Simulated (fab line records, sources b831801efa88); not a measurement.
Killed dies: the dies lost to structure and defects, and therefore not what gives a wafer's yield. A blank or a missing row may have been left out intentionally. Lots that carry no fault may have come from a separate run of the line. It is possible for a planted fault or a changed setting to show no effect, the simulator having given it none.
Which tool did it? -- flow gf180mcu -- Sampling: 14 lots, 42 wafers, 4 of 602 route steps

## WHAT EACH GAUGE READ, for each wafer
GF_M4_OVL_MEAS_15.
lot,measured,on,M4_OVL (nm)
L792,day 23 18:30,overlay-01,-8 -9 -2
L794,day 24 20:54,overlay-01,0 -5 0
L795,day 25 01:14,overlay-02,-4 -8 -9
L796,day 25 12:41,overlay-02,0 -5 -7
L797,day 25 16:51,overlay-01,-3 -9 -6
L798,day 25 19:59,overlay-02,2 10 6
L799,day 26 00:54,overlay-01,-1 0 -3
L806,day 28 12:06,overlay-01,-9 -11 -5
L808,day 28 16:13,overlay-01,-1 -12 -6
L809,day 29 07:11,overlay-02,0 -4 0
L810,day 29 15:59,overlay-02,2 -8 2
L811,day 29 17:35,overlay-01,1 -4 1
L812,day 30 03:50,overlay-02,6 -5 8
L814,day 30 11:19,overlay-01,-1 -4 -2

## EACH LOT AND THE TOOL THAT RAN IT (in order: tool; ch and the chambers of the sampled wafers; start)
lot,GF_DUAL_GATE_CLEAN_14,GF_V3_SPUTTER_22,GF_M4_SPUTTER_01
L792,"wetBench-02 ch 0, day 8 14:52","pvdSputter-01, day 22 18:49","pvdSputter-02, day 22 19:35"
L794,"wetBench-04 ch 1, day 9 06:52","pvdSputter-03, day 23 22:04","pvdSputter-04, day 23 22:48"
L795,"wetBench-04 ch 2, day 9 13:46","pvdSputter-03, day 24 02:43","pvdSputter-01, day 24 03:27"
L796,"wetBench-04 ch 3, day 9 20:28","pvdSputter-03, day 24 14:27","pvdSputter-02, day 24 15:11"
L797,"wetBench-04 ch 0, day 10 01:45","pvdSputter-03, day 24 18:34","pvdSputter-02, day 24 19:18"
L798,"wetBench-01 ch 3, day 10 06:18","pvdSputter-03, day 24 21:57","pvdSputter-02, day 24 22:41"
L799,"wetBench-01 ch 1, day 10 11:40","pvdSputter-03, day 25 02:54","pvdSputter-04, day 25 03:38"
L806,"wetBench-01 ch 1, day 12 18:37","pvdSputter-01, day 27 15:28","pvdSputter-02, day 27 16:13"
L808,"wetBench-01 ch 2, day 13 03:50","pvdSputter-03, day 27 19:40","pvdSputter-01, day 27 20:24"
L809,"wetBench-02 ch 3, day 13 09:52","pvdSputter-01, day 28 10:47","pvdSputter-02, day 28 11:31"
L810,"wetBench-04 ch 2, day 13 21:49","pvdSputter-03, day 28 19:50","pvdSputter-01, day 28 20:34"
L811,"wetBench-02 ch 2, day 14 04:04","pvdSputter-03, day 28 22:05","pvdSputter-02, day 28 22:50"
L812,"wetBench-04 ch 1, day 14 13:14","pvdSputter-01, day 29 07:58","pvdSputter-02, day 29 09:01"
L814,"wetBench-04 ch 2, day 15 00:04","pvdSputter-04, day 29 15:19","pvdSputter-02, day 29 16:03"
- GF_DUAL_GATE_CLEAN_14: cleans in SC1/SC2, time 150 s.
- GF_V3_SPUTTER_22: material TiN, target thk 10 nm, time 40 s.
- GF_M4_SPUTTER_01: material TiN, target thk 30 nm, time 25 s.

## WHAT THE TOOLS THEMSELVES READ (means of the sampled wafers that have a number; where no wafer has one, the mark that the record gives instead)
GF_V3_SPUTTER_22.
lot,tool,chamberPressurePa (Pa),throttleValvePct (%)
L792,pvdSputter-01,4.999,29.9
L794,pvdSputter-03,5.004,29.7
L795,pvdSputter-03,4.993,29.9
L796,pvdSputter-03,5.003,29.9
L797,pvdSputter-03,4.990,29.5
L798,pvdSputter-03,5.006,29.6
L799,pvdSputter-03,4.996,29.9
L806,pvdSputter-01,5.011,30.0
L808,pvdSputter-03,4.999,29.8
L809,pvdSputter-01,4.997,30.2
L810,pvdSputter-03,5.002,30.0
L811,pvdSputter-03,5.004,30.2
L812,pvdSputter-01,5.005,29.7
L814,pvdSputter-04,4.999,29.3

GF_M4_SPUTTER_01.
lot,tool,chamberPressurePa (Pa),throttleValvePct (%)
L792,pvdSputter-02,0.3990,29.6
L794,pvdSputter-04,0.3999,30.4
L795,pvdSputter-01,0.4008,29.9
L796,pvdSputter-02,0.4006,29.9
L797,pvdSputter-02,0.3995,29.3
L798,pvdSputter-02,0.3999,29.8
L799,pvdSputter-04,0.4000,29.4
L806,pvdSputter-02,0.3997,31.0
L808,pvdSputter-01,0.3999,29.8
L809,pvdSputter-02,0.3999,30.1
L810,pvdSputter-01,0.4003,29.6
L811,pvdSputter-02,0.4001,30.2
L812,pvdSputter-02,0.3997,29.5
L814,pvdSputter-02,0.3996,30.0

## THE ANSWER, worked out from the rows above alone
Rule: the lots themselves supply what counts as usual. Put in order of their means at a reading, lots are off if they are a third of the lots or fewer, leave a main group of 4 or more, and stand apart from it by a gap of 3 or more times the standard deviation of the main group's means; of several such gaps the widest counts. A main group is skipped when, at the precision printed for the reading in the tables above, its means are all equal. A lot without any number at a reading at which 4 lots or more have one is off too. The other lots that the step has rows for count as sound. The gauges are gone through in route order, then the tools' own readings, and for those a lot's mean is taken as printed above. The first step at which some lot is off is used, and at that step the reading that is off furthest; a lot without a number counts as furthest.
None of the lots is off at any reading shown; this tells nothing.

## WHAT THE SIMULATOR HAD INSERTED
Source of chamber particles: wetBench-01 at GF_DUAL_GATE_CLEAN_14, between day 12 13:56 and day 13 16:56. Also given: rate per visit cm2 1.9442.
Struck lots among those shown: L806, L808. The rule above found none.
